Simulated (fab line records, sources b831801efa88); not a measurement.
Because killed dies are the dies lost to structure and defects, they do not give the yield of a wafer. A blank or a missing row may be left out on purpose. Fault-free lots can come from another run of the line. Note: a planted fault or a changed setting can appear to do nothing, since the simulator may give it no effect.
Which of the tools did it? | flow gf180mcu | Sampling: 6 lots, 18 wafers, 2 of 602 route steps

## WHAT THE GAUGES SHOWED, per wafer
GF_PSD_CD_MEAS_07: the cd target is 400 nm.
lot  | measured     | on       | cdNm (nm)
L279 | day 14 13:00 | cdSem-01 | 398.7 399.0 397.1
L282 | day 15 11:36 | cdSem-01 | 401.2 400.4 401.0
L284 | day 16 04:32 | cdSem-02 | 395.2 396.2 397.7
L287 | day 17 08:14 | cdSem-01 | 395.4 395.7 397.6
L290 | day 18 09:55 | cdSem-01 | 401.7 398.9 399.3
L292 | day 19 04:46 | cdSem-01 | 400.8 400.6 398.8

## WHAT TOOL EACH LOT RAN ON (gives the tool, then ch and the chambers of the sampled wafers, and finally the start)
lot  | GF_PSD_EXPOSE_04
L279 | ilineStepper-02 ch 0, day 14 03:03
L282 | ilineStepper-02 ch 0, day 15 01:14
L284 | ilineStepper-02 ch 0, day 15 17:36
L287 | ilineStepper-02 ch 0, day 16 21:04
L290 | ilineStepper-02 ch 0, day 17 22:05
L292 | ilineStepper-01 ch 0, day 18 16:45
- GF_PSD_EXPOSE_04: exposes mask Pplus, target cd 400 nm.

## THE ANSWER, worked out from the rows above alone
Rule: usual is defined by the lots themselves. Put in order of their means at a reading, lots are off if they are a third of the lots or fewer, leave a main group of 4 or more, and stand apart from it by a gap of 3 or more times the standard deviation of the main group's means; of several such gaps the widest counts. The tables above print the reading to a certain number of digits; a main group whose means all agree to those digits is not used. A lot without any number at a reading at which 4 lots or more have one is off too. Any other lot the step has rows for is counted as sound.
No lot is off on any of the readings shown, so nothing can be concluded from this.

## WHAT THE SIMULATOR HAD PUT IN
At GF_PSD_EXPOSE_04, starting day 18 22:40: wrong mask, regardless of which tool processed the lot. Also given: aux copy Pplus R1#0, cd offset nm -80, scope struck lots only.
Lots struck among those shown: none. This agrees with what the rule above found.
